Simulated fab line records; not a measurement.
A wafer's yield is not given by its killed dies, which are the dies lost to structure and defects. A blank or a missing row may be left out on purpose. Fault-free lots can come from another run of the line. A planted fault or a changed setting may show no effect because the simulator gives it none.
A lot that was struck, set against a sound lot || flow sfq_line || 14 steps out of a route of 325
Sound: wafers L512.1, L512.3, L512.6. Struck: wafers L511.2, L511.3. (L511.6 of the same lot was not struck and is left out.) The cause comes at the end.
Per side, at each step with rows, come the tool, then ch with its chambers, and then its first start. Under that, the readings that differ: sound wafers || struck wafers || difference of the means || sigmas: that difference in standard deviations of wafers without a fault.
alike: same words and numbers on both sides, and readings whose means sit less than 2 such deviations apart. not compared: any withheld reading, any reading some wafer has no value for, any bound like >300 that may hide the same value, and any number with overlapping values for which the record gives no deviation.
Wherever a step has rows on one side only, a row that says differs or no value, or a row with sigmas, the two part there. Numbers that don't overlap but have no deviation are shown without sigmas and don't part them. A reading that every wafer of one side lacks parts them only if that side has two wafers or more.

SFQ_TRILAYER_R5_DEP_SPUTTER_132: material Ti, target thk 5 nm, time 5 s.
  sound: pvd_sputter-03 at day 69 05:56; struck: pvd_sputter-04 at day 69 02:56
  alike: throttle_valve_pct
SFQ_TRILAYER_R5_DEP_SPUTTER_133: material MoNx, target thk 40 nm, time 66.7 s.
  sound: pvd_sputter-03 at day 69 05:58; struck: pvd_sputter-04 at day 69 02:58
  alike: throttle_valve_pct
SFQ_TRILAYER_R5_DEP_SPUTTER_134: material Ti, target thk 5 nm, time 5 s.
  sound: pvd_sputter-03 at day 69 06:01; struck: pvd_sputter-04 at day 69 03:01
  alike: throttle_valve_pct
SFQ_R5_RS_MEAS_933: the measuring method here is four-point-probe.
  sound: film_metro-04 at day 69 06:02; struck: film_metro-03 at day 69 03:04
  alike: R5_MONX_RS
SFQ_R5_THK_MEAS_934: measures by xrf.
  sound: film_metro-04 at day 69 06:10; struck: film_metro-03 at day 69 03:10
  alike: R5_MONX_THK
then, 6 steps without rows for these wafers: SFQ_TRILAYER_R5_LITHO_COAT_141 (resist thk 62 nm); SFQ_TRILAYER_R5_LITHO_COAT_136 (resist thk 600 nm); SFQ_TRILAYER_R5_LITHO_SOFTBAKE_140; SFQ_TRILAYER_R5_LITHO_EXPOSE_137 (exposes mask R5, target cd 500 nm); SFQ_TRILAYER_R5_LITHO_PEB_139 (peb time 60 s); SFQ_TRILAYER_R5_LITHO_DEVELOP_138 (time 60 s).
SFQ_R5_OVL_MEAS_935:
  sound: overlay-02 at day 69 12:41; struck: overlay-02 at day 69 11:29
{"reading": "R5_OVL (nm)", "sound": "13 9 11", "struck": "-2 -2", "difference": -13, "sigmas": -2}
SFQ_TRILAYER_R5_BARC_OPEN_METAL_ETCH_177: etches BARC in O2, target depth 125 nm, time 41.7 s.
  sound on rie_metal-02 ch 0,1, day 69 12:43; struck on rie_metal-03 ch 1, day 69 11:31
{"reading": "oes_product_au (a.u.)", "sound": "0.690 0.680 0.681", "struck": "0.670 0.677", "difference": -0.010, "sigmas": -2}
  alike: drypump_motor_current_A, he_backside_leak_sccm
  not compared: rf_hours_counter_h
SFQ_TRILAYER_R5_ETCH_METAL_ETCH_139: etches the open film in Cl2, stops on SiO2, target depth 60 nm, time 40 s.
  sound on rie_metal-02 ch 0,1, day 69 12:46; struck on rie_metal-03 ch 1, day 69 11:34
  alike: drypump_motor_current_A, he_backside_leak_sccm, oes_product_au
  not compared: rf_hours_counter_h

== WHERE THEY PART ==
First at SFQ_R5_OVL_MEAS_935; last, within this record, at SFQ_TRILAYER_R5_BARC_OPEN_METAL_ETCH_177. Later steps at which nothing parts them and some readings are alike: SFQ_TRILAYER_R5_ETCH_METAL_ETCH_139.

WHY: the cause the simulator had injected
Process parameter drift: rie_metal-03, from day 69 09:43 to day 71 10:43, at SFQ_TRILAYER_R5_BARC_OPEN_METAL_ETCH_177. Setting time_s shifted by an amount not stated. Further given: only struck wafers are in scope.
